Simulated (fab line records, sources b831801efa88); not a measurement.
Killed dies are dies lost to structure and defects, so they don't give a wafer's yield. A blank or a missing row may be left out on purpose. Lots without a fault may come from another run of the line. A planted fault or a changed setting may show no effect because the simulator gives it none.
fab line records | flow gf180mcu | part 1 of 2: steps 1 to 25 of 34
record lots=5 wafers=15 last_day=34
route steps=602 shown DNWELL@38 NWELL@42 LVPWELL@54 MVSD@66
lots that met no fault: from a run of the same line without faults
start_h: hours from the record's first day to the start of the lot's first wafer shown | wait_h: hours since the lot's step before | " the same as in the row above | L1.1+2: a row that stands for several wafers | - no value, or no start given | * or withheld: withheld | < > ~ a bound
route shown NAME@n: a module of which the file shows steps, and the number in the route of the first | usual: mean/standard deviation of fault-free wafers | same: alike in all rows | chamber/n: place in a boat | sites: the reading at each site | _std_site: their standard deviation | _edge_site: outer sites' mean less inner sites' | radius_mm: how far each site lies from the wafer's centre | mask NAME#n: copy n | behind: the tool/chamber that last shaped the wafer | hold: why the lot was held/for how many hours/how that ended | device: the transistor (n, p or np) that didn't switch | end of line: the same wafers' tests at the end of the route | a step without rows: its recipe alone | killed: dies lost to structure and defects at the first sort, not the wafer's yield | map: a wafer's dies, x killed, . not, _ none there
set.NAME: the setting as run; set.NAME@STEP: as run at that earlier step | model.NAME: the simulator's own value behind a step, which no gauge read
lots at some steps of the route; a table a step, a row a wafer
services: from which hour (start_h, from the record's first day; less than 0 if before it) a tool's chamber was out of use, for how many hours, and why
## steps
# step GF_DNWELL_DEVELOP_06
# recipe wall_angle_deg=90 develop_time_s=60 dev_temp_c=23
# usual resist_line_temp_C=22.99/0.1
# same develop_time_s=60
# columns lot.wafer tool chamber start_h wait_h resist_line_temp_C
L081.1 litho_track-04 0 - - 23.15
L081.2 " 0 " " 22.94
L081.3 " 0 " " 23.02
L082.1 litho_track-02 0 - - 23.04
L082.4 " 0 " " 23.01
L082.5 " 0 " " 23.00
L091.1 litho_track-03 0 - - 23.06
L091.3 " 0 " " 23.08
L091.6 " 0 " " 23.03
L093.2 litho_track-02 0 - - 23.03
L093.3 " 0 " " 23.00
L093.5 " 0 " " 22.83
L097.1 litho_track-03 0 - - 22.94
L097.2 " 0 " " 22.95
L097.6 " 0 " " 22.96
# step GF_DNWELL_IMPLANT_07
# recipe species=P energy_kev=1500 dose_cm2=1e+13 tilt_deg=0
# usual beam_on_s=9.98/0.2
# columns lot.wafer tool chamber start_h wait_h beam_on_s
L081.1 implanter-01 0 78.82 - 10.34
L081.2 " 0 " " 10.40
L081.3 " 0 " " 10.11
L082.1 implanter-01 0 91.35 - 9.82
L082.4 " 0 " " 9.99
L082.5 " 0 " " 10.23
L091.1 implanter-02 0 133.12 - 9.95
L091.3 " 0 " " 9.97
L091.6 " 0 " " 10.16
L093.2 implanter-02 0 142.78 - 10.17
L093.3 " 0 " " 10.24
L093.5 " 0 " " 9.94
L097.1 implanter-03 0 165.67 - 9.73
L097.2 " 0 " " 9.79
L097.6 " 0 " " 9.96
# step GF_DNWELL_STRIP_08
# recipe chemistry=O2/N2 power_w=1400 pressure_mtorr=1500 platen_temp_c=250 o2_flow_sccm=3000 n2_flow_sccm=300 overash_fraction=0.5
# usual drypump_motor_current_A=5.6/0.71 heater_power_w=337/20 o2_flow_sccm=3000/8.5 oes_product_au=0.723/0.0045 strip_time_to_endpoint_s=37.00/0.13
# columns lot.wafer tool chamber start_h wait_h drypump_motor_current_A heater_power_w o2_flow_sccm oes_product_au rf_hours_counter_h strip_time_to_endpoint_s
L081.1 plasma_asher-02 1 78.97 0.1 5.4 324 2992 0.721 45 36.96
L081.2 " 0 " " 6.8 335 2998 0.725 45 36.94
L081.3 " 1 " " 5.4 331 2980 0.720 - 36.78
L082.1 plasma_asher-02 0 91.50 0.1 6.7 346 3004 0.719 46 37.21
L082.4 " 0 " " 6.7 337 2990 0.720 - 37.12
L082.5 " 1 " " 5.4 321 2984 0.723 - 37.10
L091.1 plasma_asher-02 1 133.27 0.1 5.4 338 2995 0.723 51 36.95
L091.3 " 1 " " 5.4 326 3008 0.724 - 36.98
L091.6 " 0 " " 6.7 345 3003 0.724 - 37.10
L093.2 plasma_asher-02 1 142.90 0.1 5.4 334 3013 0.721 52 37.04
L093.3 " 0 " " 6.7 337 2999 0.718 - 37.14
L093.5 " 1 " " 5.4 330 3001 0.717 - 37.19
L097.1 plasma_asher-01 0 165.82 0.1 5.2 322 2998 0.724 5 37.04
L097.2 " 1 " " 5.4 369 3000 0.727 5 37.08
L097.6 " 0 " " 5.2 324 3009 0.716 - 36.99
# step GF_DNWELL_TW_MEAS_09
# usual DNWELL_TW=1361/13
# columns lot.wafer tool chamber start_h wait_h DNWELL_TW
L081.1 film_metro-04 - 79.07 0.1 1374
L081.2 " - " " 1377
L081.3 " - " " 1373
L082.1 film_metro-02 - 91.60 0.1 1352
L082.4 " - " " 1354
L082.5 " - " " 1352
L091.1 film_metro-04 - 133.37 0.1 1378
L091.3 " - " " 1377
L091.6 " - " " 1367
L093.2 film_metro-01 - 143.07 0.1 1343
L093.3 " - " " 1346
L093.5 " - " " 1350
L097.1 film_metro-02 - 165.92 0.1 1364
L097.2 " - " " 1361
L097.6 " - " " 1359
# step GF_NWELL_DEHYDRATE_00
# recipe temp_c=200 time_s=60
# usual resist_line_temp_C=23.01/0.11
# columns lot.wafer tool chamber start_h wait_h resist_line_temp_C
L081.1 litho_track-01 0 84.72 5.6 23.13
L081.2 " 0 " " 23.07
L081.3 " 0 " " 22.99
L082.1 litho_track-01 0 97.62 6.0 23.07
L082.4 " 0 " " 23.02
L082.5 " 0 " " 23.09
L091.1 litho_track-03 0 140.52 7.1 23.07
L091.3 " 0 " " 23.03
L091.6 " 0 " " 23.05
L093.2 litho_track-01 0 149.99 6.9 23.18
L093.3 " 0 " " 23.07
L093.5 " 0 " " 23.13
L097.1 litho_track-04 0 173.52 7.6 22.96
L097.2 " 0 " " 22.83
L097.6 " 0 " " 22.77
# step GF_NWELL_HMDS_01
# recipe prime_time_s=60 prime_temp_c=120
# usual resist_line_temp_C=22.99/0.093
# columns lot.wafer tool chamber start_h wait_h resist_line_temp_C
L081.1 litho_track-01 0 84.87 0.1 23.07
L081.2 " 0 " " 22.87
L081.3 " 0 " " 23.01
L082.1 litho_track-01 0 97.77 0.1 23.01
L082.4 " 0 " " 22.98
L082.5 " 0 " " 23.00
L091.1 litho_track-03 0 140.67 0.1 22.96
L091.3 " 0 " " 23.05
L091.6 " 0 " " 22.95
L093.2 litho_track-01 0 150.14 0.1 23.17
L093.3 " 0 " " 23.02
L093.5 " 0 " " 23.21
L097.1 litho_track-04 0 173.67 0.1 22.89
L097.2 " 0 " " 22.97
L097.6 " 0 " " 22.79
# step GF_NWELL_COAT_02
# recipe spin_rpm=2000 resist_thk_nm=3000
# usual resist_line_temp_C=23.01/0.11
# columns lot.wafer tool chamber start_h wait_h resist_line_temp_C
L081.1 litho_track-01 0 85.02 0.1 23.12
L081.2 " 0 " " 23.05
L081.3 " 0 " " 23.05
L082.1 litho_track-01 0 97.92 0.1 22.81
L082.4 " 0 " " 23.03
L082.5 " 0 " " 22.83
L091.1 litho_track-03 0 140.82 0.1 22.96
L091.3 " 0 " " 23.06
L091.6 " 0 " " 23.07
L093.2 litho_track-01 0 150.29 0.1 22.95
L093.3 " 0 " " 23.01
L093.5 " 0 " " 22.97
L097.1 litho_track-04 0 173.82 0.1 22.94
L097.2 " 0 " " 23.28
L097.6 " 0 " " 23.04
# step GF_NWELL_SOFTBAKE_03
# recipe temp_c=110 time_s=withheld
# usual resist_line_temp_C=23.03/0.1
# columns lot.wafer tool chamber start_h wait_h resist_line_temp_C
L081.1 litho_track-01 0 85.17 0.1 22.90
L081.2 " 0 " " 22.90
L081.3 " 0 " " 22.94
L082.1 litho_track-01 0 98.07 0.1 22.96
L082.4 " 0 " " 22.92
L082.5 " 0 " " 22.98
L091.1 litho_track-03 0 140.97 0.1 22.95
L091.3 " 0 " " 23.01
L091.6 " 0 " " 22.81
L093.2 litho_track-01 0 150.45 0.1 22.87
L093.3 " 0 " " 23.08
L093.5 " 0 " " 22.74
L097.1 litho_track-04 0 173.97 0.1 23.02
L097.2 " 0 " " 23.02
L097.6 " 0 " " 23.09
# step GF_NWELL_EXPOSE_04
# recipe mask_id=Nwell target_cd_nm=860 na=0.6 source_shape=conventional sigma_outer=0.6 dose_mj=260
# usual reticle_temp_C=22.99/0.1
# columns lot.wafer tool chamber start_h wait_h mask reticle_temp_C
L081.1 iline_stepper-02 0 - - Nwell#0 22.85
L081.2 " 0 " " Nwell#0 22.90
L081.3 " 0 " " Nwell#0 22.94
L082.1 iline_stepper-02 0 - - Nwell#0 23.13
L082.4 " 0 " " Nwell#0 22.99
L082.5 " 0 " " Nwell#0 23.13
L091.1 iline_stepper-01 0 - - Nwell#0 23.15
L091.3 " 0 " " Nwell#0 23.14
L091.6 " 0 " " Nwell#0 23.07
L093.2 iline_stepper-02 0 - - Nwell#0 23.07
L093.3 " 0 " " Nwell#0 23.07
L093.5 " 0 " " Nwell#0 23.03
L097.1 iline_stepper-01 0 - - Nwell#0 22.77
L097.2 " 0 " " Nwell#0 23.10
L097.6 " 0 " " Nwell#0 23.07
# step GF_NWELL_PEB_05
# recipe temp_c=115 time_s=withheld
# usual resist_line_temp_C=22.98/0.092
# columns lot.wafer tool chamber start_h wait_h resist_line_temp_C
L081.1 litho_track-04 0 - - 23.05
L081.2 " 0 " " 22.98
L081.3 " 0 " " 22.98
L082.1 litho_track-03 0 - - 23.03
L082.4 " 0 " " 23.02
L082.5 " 0 " " 23.18
L091.1 litho_track-01 0 - - 22.91
L091.3 " 0 " " 22.97
L091.6 " 0 " " 23.01
L093.2 litho_track-04 0 - - 23.02
L093.3 " 0 " " 23.09
L093.5 " 0 " " 22.88
L097.1 litho_track-01 0 - - 23.14
L097.2 " 0 " " 23.08
L097.6 " 0 " " 23.12
# step GF_NWELL_DEVELOP_06
# recipe wall_angle_deg=90 develop_time_s=60 dev_temp_c=23
# usual resist_line_temp_C=23.00/0.1
# same develop_time_s=60
# columns lot.wafer tool chamber start_h wait_h resist_line_temp_C
L081.1 litho_track-04 0 - - 23.05
L081.2 " 0 " " 22.89
L081.3 " 0 " " 23.01
L082.1 litho_track-03 0 - - 23.16
L082.4 " 0 " " 23.03
L082.5 " 0 " " 22.99
L091.1 litho_track-01 0 - - 22.85
L091.3 " 0 " " 22.94
L091.6 " 0 " " 22.89
L093.2 litho_track-04 0 - - 23.03
L093.3 " 0 " " 22.84
L093.5 " 0 " " 22.91
L097.1 litho_track-01 0 - - 22.99
L097.2 " 0 " " 23.09
L097.6 " 0 " " 22.89
# step GF_NWELL_OVL_MEAS_07
# usual NWELL_OVL=0.4/1.3
# columns lot.wafer tool chamber start_h wait_h NWELL_OVL[nm]
L081.1 overlay-02 - 91.97 - 0.7
L081.2 " - " " 1.4
L081.3 " - " " -1.5
L082.1 overlay-02 - 105.52 - 0.8
L082.4 " - " " 1.3
L082.5 " - " " 0.2
L091.1 overlay-01 - 149.02 - 1.2
L091.3 " - " " 2.1
L091.6 " - " " 1.1
L093.2 overlay-01 - 158.33 - -0.5
L093.3 " - " " -2.9
L093.5 " - " " -0.5
L097.1 overlay-02 - 182.72 - 1.8
L097.2 " - " " 4.2
L097.6 " - " " 1.4
# step GF_NWELL_IMPLANT_08
# recipe species=P energy_kev=450 dose_cm2=1.5e+13 tilt_deg=0
# usual beam_on_s=9.98/0.2
# columns lot.wafer tool chamber start_h wait_h beam_on_s
L081.1 implanter-02 0 92.01 0.0 10.12
L081.2 " 0 " " 9.82
L081.3 " 0 " " 10.22
L082.1 implanter-02 0 105.56 0.0 9.97
L082.4 " 0 " " 9.69
L082.5 " 0 " " 10.08
L091.1 implanter-04 0 149.05 0.0 10.09
L091.3 " 0 " " 10.02
L091.6 " 0 " " 9.68
L093.2 implanter-03 0 158.38 0.0 9.75
L093.3 " 0 " " 9.56
L093.5 " 0 " " 10.10
L097.1 implanter-04 0 182.75 0.0 9.91
L097.2 " 0 " " 9.73
L097.6 " 0 " " 10.16
# step GF_NWELL_IMPLANT_09
# recipe species=P energy_kev=160 dose_cm2=4e+12 tilt_deg=0
# usual beam_on_s=10.00/0.21
# columns lot.wafer tool chamber start_h wait_h beam_on_s
L081.1 implanter-02 0 92.16 0.1 10.05
L081.2 " 0 " " 9.80
L081.3 " 0 " " 9.85
L082.1 implanter-02 0 105.71 0.1 10.21
L082.4 " 0 " " 9.86
L082.5 " 0 " " 10.07
L091.1 implanter-04 0 149.20 0.1 10.01
L091.3 " 0 " " 9.81
L091.6 " 0 " " 9.99
L093.2 implanter-03 0 158.53 0.1 10.16
L093.3 " 0 " " 9.93
L093.5 " 0 " " 10.10
L097.1 implanter-04 0 182.90 0.1 9.94
L097.2 " 0 " " 10.32
L097.6 " 0 " " 10.00
# step GF_NWELL_STRIP_10
# recipe chemistry=O2/N2 power_w=1400 pressure_mtorr=1500 platen_temp_c=250 o2_flow_sccm=3000 n2_flow_sccm=300 overash_fraction=0.5
# usual drypump_motor_current_A=5.3/0.42 heater_power_w=360/36 o2_flow_sccm=3000/8.5 oes_product_au=0.722/0.0045 strip_time_to_endpoint_s=36.96/0.11
# columns lot.wafer tool chamber start_h wait_h drypump_motor_current_A heater_power_w o2_flow_sccm oes_product_au rf_hours_counter_h strip_time_to_endpoint_s
L081.1 plasma_asher-04 1 92.31 0.1 5.2 407 2995 0.726 29 37.09
L081.2 " 0 " " 6.1 391 2991 0.720 29 37.09
L081.3 " 0 " " 6.1 394 2991 0.725 - 37.14
L082.1 plasma_asher-04 1 105.86 0.1 5.2 406 2993 0.713 30 37.10
L082.4 " 1 " " 5.2 401 3002 0.726 - 37.08
L082.5 " 0 " " 6.1 397 2998 0.721 - 37.13
L091.1 plasma_asher-03 0 149.35 0.1 4.7 357 2996 0.721 48 37.02
L091.3 " 0 " " 4.7 353 3010 0.720 - 37.10
L091.6 " 0 " " 4.7 358 2999 0.730 - 36.98
L093.2 plasma_asher-01 0 158.66 0.1 5.2 317 2996 0.715 4 36.94
L093.3 " 1 " " 5.4 373 2981 0.723 - 36.87
L093.5 " 1 " " 5.4 365 2992 0.720 - 37.02
L097.1 plasma_asher-01 0 183.05 0.1 5.2 321 2995 0.712 6 36.96
L097.2 " 1 " " 5.3 379 2996 0.730 6 36.94
L097.6 " 1 " " 5.4 377 2992 0.718 - 36.81
# step GF_NWELL_TW_MEAS_11
# usual NWELL_TW=1578/12
# columns lot.wafer tool chamber start_h wait_h NWELL_TW
L081.1 film_metro-01 - 92.41 0.1 1578
L081.2 " - " " 1584
L081.3 " - " " 1575
L082.1 film_metro-03 - 105.96 0.1 1585
L082.4 " - " " 1574
L082.5 " - " " 1585
L091.1 film_metro-01 - 149.47 0.1 1565
L091.3 " - " " 1573
L091.6 " - " " 1578
L093.2 film_metro-01 - 158.77 0.1 1572
L093.3 " - " " 1576
L093.5 " - " " 1568
L097.1 film_metro-01 - 183.15 0.1 1569
L097.2 " - " " 1574
L097.6 " - " " 1570
# step GF_LVPWELL_DEHYDRATE_00
# recipe temp_c=200 time_s=60
# usual resist_line_temp_C=22.98/0.11
# columns lot.wafer tool chamber start_h wait_h resist_line_temp_C
L081.1 litho_track-02 0 98.15 5.7 22.99
L081.2 " 0 " " 22.85
L081.3 " 0 " " 23.01
L082.1 litho_track-01 0 112.62 6.7 23.25
L082.4 " 0 " " 22.92
L082.5 " 0 " " 22.95
L091.1 litho_track-04 0 156.57 7.1 22.88
L091.3 " 0 " " 23.03
L091.6 " 0 " " 23.05
L093.2 litho_track-04 0 165.80 7.0 22.92
L093.3 " 0 " " 22.96
L093.5 " 0 " " 22.85
L097.1 litho_track-01 0 190.82 7.7 23.13
L097.2 " 0 " " 23.04
L097.6 " 0 " " 23.13
# step GF_LVPWELL_HMDS_01
# recipe prime_time_s=60 prime_temp_c=120
# usual resist_line_temp_C=23.00/0.11
# columns lot.wafer tool chamber start_h wait_h resist_line_temp_C
L081.1 litho_track-02 0 98.30 0.1 22.95
L081.2 " 0 " " 23.07
L081.3 " 0 " " 22.84
L082.1 litho_track-01 0 112.77 0.1 23.21
L082.4 " 0 " " 23.12
L082.5 " 0 " " 23.12
L091.1 litho_track-04 0 156.72 0.1 22.94
L091.3 " 0 " " 23.13
L091.6 " 0 " " 23.01
L093.2 litho_track-04 0 165.95 0.1 22.97
L093.3 " 0 " " 23.01
L093.5 " 0 " " 23.01
L097.1 litho_track-01 0 190.97 0.1 23.13
L097.2 " 0 " " 23.14
L097.6 " 0 " " 23.16
# step GF_LVPWELL_COAT_02
# recipe spin_rpm=2000 resist_thk_nm=3000
# usual resist_line_temp_C=22.99/0.11
# columns lot.wafer tool chamber start_h wait_h resist_line_temp_C
L081.1 litho_track-02 0 98.45 0.1 23.16
L081.2 " 0 " " 22.75
L081.3 " 0 " " 22.97
L082.1 litho_track-01 0 112.92 0.1 22.97
L082.4 " 0 " " 22.82
L082.5 " 0 " " 22.73
L091.1 litho_track-04 0 156.87 0.1 22.86
L091.3 " 0 " " 22.97
L091.6 " 0 " " 22.99
L093.2 litho_track-04 0 166.10 0.1 22.97
L093.3 " 0 " " 22.85
L093.5 " 0 " " 22.94
L097.1 litho_track-01 0 191.12 0.1 23.13
L097.2 " 0 " " 23.02
L097.6 " 0 " " 23.11
# step GF_LVPWELL_SOFTBAKE_03
# recipe temp_c=110 time_s=withheld
# usual resist_line_temp_C=22.99/0.11
# columns lot.wafer tool chamber start_h wait_h resist_line_temp_C
L081.1 litho_track-02 0 98.60 0.1 23.00
L081.2 " 0 " " 23.03
L081.3 " 0 " " 23.03
L082.1 litho_track-01 0 113.07 0.1 23.13
L082.4 " 0 " " 22.90
L082.5 " 0 " " 23.16
L091.1 litho_track-04 0 157.02 0.1 22.95
L091.3 " 0 " " 23.11
L091.6 " 0 " " 23.02
L093.2 litho_track-04 0 166.26 0.1 22.97
L093.3 " 0 " " 22.88
L093.5 " 0 " " 22.82
L097.1 litho_track-01 0 191.27 0.1 22.88
L097.2 " 0 " " 22.91
L097.6 " 0 " " 22.72
# step GF_LVPWELL_EXPOSE_04
# recipe mask_id=LVPWELL target_cd_nm=600 na=0.6 source_shape=conventional sigma_outer=0.6 dose_mj=260
# usual reticle_temp_C=22.98/0.095
# columns lot.wafer tool chamber start_h wait_h mask reticle_temp_C
L081.1 iline_stepper-01 0 - - LVPWELL#0 22.86
L081.2 " 0 " " LVPWELL#0 22.87
L081.3 " 0 " " LVPWELL#0 22.95
L082.1 iline_stepper-01 0 - - LVPWELL#0 22.92
L082.4 " 0 " " LVPWELL#0 23.01
L082.5 " 0 " " LVPWELL#0 22.96
L091.1 iline_stepper-01 0 - - LVPWELL#0 23.13
L091.3 " 0 " " LVPWELL#0 22.92
L091.6 " 0 " " LVPWELL#0 23.06
L093.2 iline_stepper-02 0 - - LVPWELL#0 23.04
L093.3 " 0 " " LVPWELL#0 22.96
L093.5 " 0 " " LVPWELL#0 23.03
L097.1 iline_stepper-02 0 - - LVPWELL#0 22.96
L097.2 " 0 " " LVPWELL#0 22.94
L097.6 " 0 " " LVPWELL#0 22.83
# step GF_LVPWELL_PEB_05
# recipe temp_c=115 time_s=withheld
# usual resist_line_temp_C=23.01/0.1
# columns lot.wafer tool chamber start_h wait_h resist_line_temp_C
L081.1 litho_track-02 0 - - 22.93
L081.2 " 0 " " 23.05
L081.3 " 0 " " 23.06
L082.1 litho_track-04 0 - - 22.84
L082.4 " 0 " " 22.95
L082.5 " 0 " " 22.96
L091.1 litho_track-04 0 - - 23.16
L091.3 " 0 " " 22.89
L091.6 " 0 " " 23.07
L093.2 litho_track-02 0 - - 23.00
L093.3 " 0 " " 22.90
L093.5 " 0 " " 23.05
L097.1 litho_track-01 0 - - 22.89
L097.2 " 0 " " 22.89
L097.6 " 0 " " 23.07
# step GF_LVPWELL_DEVELOP_06
# recipe wall_angle_deg=90 develop_time_s=60 dev_temp_c=23
# usual resist_line_temp_C=22.98/0.1
# same develop_time_s=60
# columns lot.wafer tool chamber start_h wait_h resist_line_temp_C
L081.1 litho_track-02 0 - - 22.87
L081.2 " 0 " " 22.98
L081.3 " 0 " " 22.85
L082.1 litho_track-04 0 - - 22.86
L082.4 " 0 " " 23.02
L082.5 " 0 " " 22.99
L091.1 litho_track-04 0 - - 23.11
L091.3 " 0 " " 22.81
L091.6 " 0 " " 23.06
L093.2 litho_track-02 0 - - 23.16
L093.3 " 0 " " 22.95
L093.5 " 0 " " 22.90
L097.1 litho_track-01 0 - - 22.74
L097.2 " 0 " " 23.04
L097.6 " 0 " " 22.90
# step GF_LVPWELL_OVL_MEAS_07
# usual LVPWELL_OVL=0.1/1.2
# columns lot.wafer tool chamber start_h wait_h LVPWELL_OVL[nm]
L081.1 overlay-01 - 105.65 - 0.0
L081.2 " - " " -0.6
L081.3 " - " " 1.2
L082.1 overlay-02 - 120.17 - -0.6
L082.4 " - " " -0.8
L082.5 " - " " 0.3
L091.1 overlay-02 - 165.12 - -0.5
L091.3 " - " " -1.2
L091.6 " - " " -1.5
L093.2 overlay-02 - 174.76 - 0.1
L093.3 " - " " 2.3
L093.5 " - " " 0.8
L097.1 overlay-02 - 199.87 - 1.3
L097.2 " - " " 0.6
L097.6 " - " " 2.0
# step GF_LVPWELL_IMPLANT_08
# recipe species=B energy_kev=170 dose_cm2=1.5e+13 tilt_deg=0
# usual beam_on_s=10.01/0.18
# columns lot.wafer tool chamber start_h wait_h beam_on_s
L081.1 implanter-04 0 105.69 0.0 10.10
L081.2 " 0 " " 9.64
L081.3 " 0 " " 9.92
L082.1 implanter-03 0 120.21 0.0 10.17
L082.4 " 0 " " 9.77
L082.5 " 0 " " 10.47
L091.1 implanter-04 0 165.16 0.0 10.17
L091.3 " 0 " " 10.14
L091.6 " 0 " " 10.12
L093.2 implanter-01 0 174.81 0.0 10.10
L093.3 " 0 " " 10.00
L093.5 " 0 " " 9.79
L097.1 implanter-03 0 199.90 0.0 10.14
L097.2 " 0 " " 10.09
L097.6 " 0 " " 10.01
